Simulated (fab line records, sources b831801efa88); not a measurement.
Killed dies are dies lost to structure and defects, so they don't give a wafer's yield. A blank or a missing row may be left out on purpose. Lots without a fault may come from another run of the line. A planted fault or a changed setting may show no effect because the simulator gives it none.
Problem report in the 8D (eight disciplines) form, filled by code | flow sky130 | the parts of the form that need people (team, actions taken, sign-off) are left out

1. THE PROBLEM
SD_N_RS at SKY_SD_N_RS_MEAS_16 reads a mean of 75.37 ohm/sq on 9 wafers of 3 lots; wafers without a fault read 69.24 ohm/sq with a standard deviation of 0.17. That is +36 standard deviations from the usual mean.
The step: measures by four-point-probe.
First seen on wafer L315.1, day 31 01:02, on film_metro-02. The record holds 36 wafers of 12 lots with a number at this step. Rule for "out", or "out of limits": more than 4 standard deviations from the usual mean. The other wafers with a number count as sound.

2. WHAT IT IS AND WHAT IT IS NOT
question                    | is                           | is not
which readings at this step | SD_N_RS                      | -
which lots                  | L315, L316, L318             | L306, L310, L312, L319, L321, L323, L326, L327, L328
which wafers of those lots  | all that have a number       | -
read on which gauges        | film_metro-02, film_metro-04 | film_metro-03
when                        | from day 31 01:02            | up to then (9 sound wafers); but 18 sound wafers of L319, L321, L323, L326, L327, L328 came after

3. SUSPECTS, AND WHAT RULES EACH OUT
Counting: a tool at a process step up to the reading stays a suspect if it ran every lot that is out and no sound lot after the first of them.
- the gauge at SKY_SD_N_RS_MEAS_16: ruled out. The wafers that are out were read on 2 gauges (film_metro-02, film_metro-04).
- rtp_anneal-02 at SKY_SD_N_RTA_14 (time 2 s): ruled out as a lasting fault. Sound lots L326, L328 ran on it after its first lot that is out, L315 (day 31 00:51).
Left after counting: nothing in the record.

4. THE CAUSE (what the simulator had put in)
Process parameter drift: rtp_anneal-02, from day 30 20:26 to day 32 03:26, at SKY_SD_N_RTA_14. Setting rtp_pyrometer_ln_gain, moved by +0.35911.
Counting ruled it out, wrongly: the rule takes a fault to strike every lot that its tool runs from its start on, and this one did not.

5. THE CHAIN OF EFFECTS, in route order
Each row: a reading whose mean over the struck wafers that have a number lies more than 3 standard deviations from the usual. Only readings for which the record gives a usual standard deviation are gone through. hours: the time from each lot's start at the first step in this table that gives one to its start at this step, as a median over the lots. sigmas: the change in usual standard deviations.
hours | step                | reading        | usual        | on struck wafers | change | sigmas
0     | SKY_SD_N_RTA_14     | lamp_power_pct | 15.73 %      | 14.37            | -1.36  | -26
0     | SKY_SD_N_RS_MEAS_16 | SD_N_RS        | 69.24 ohm/sq | 75.37            | +6.13  | +36
0     | SKY_SD_N_RS_MEAS_17 | SD_P_RS        | 147.1 ohm/sq | 184.4            | +37.3  | +79
The process steps in it:
- SKY_SD_N_RTA_14: time 2 s.
Later measuring or inspecting steps at which every struck wafer that the step has a row for has a number for every such reading, and none has moved that far: SKY_LI_CONTACT_BOW_MEAS_03.

6. WHAT WOULD HAVE CAUGHT IT SOONER
In this record the first reading out of limits at a measuring or inspecting step was taken at day 31 01:02, 5 hours after the fault began at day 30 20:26.
The tool's own readings at SKY_SD_N_RTA_14 were out on every struck wafer that the step has a row for (lamp_power_pct): an alarm limit on them would have fired on the first of those.
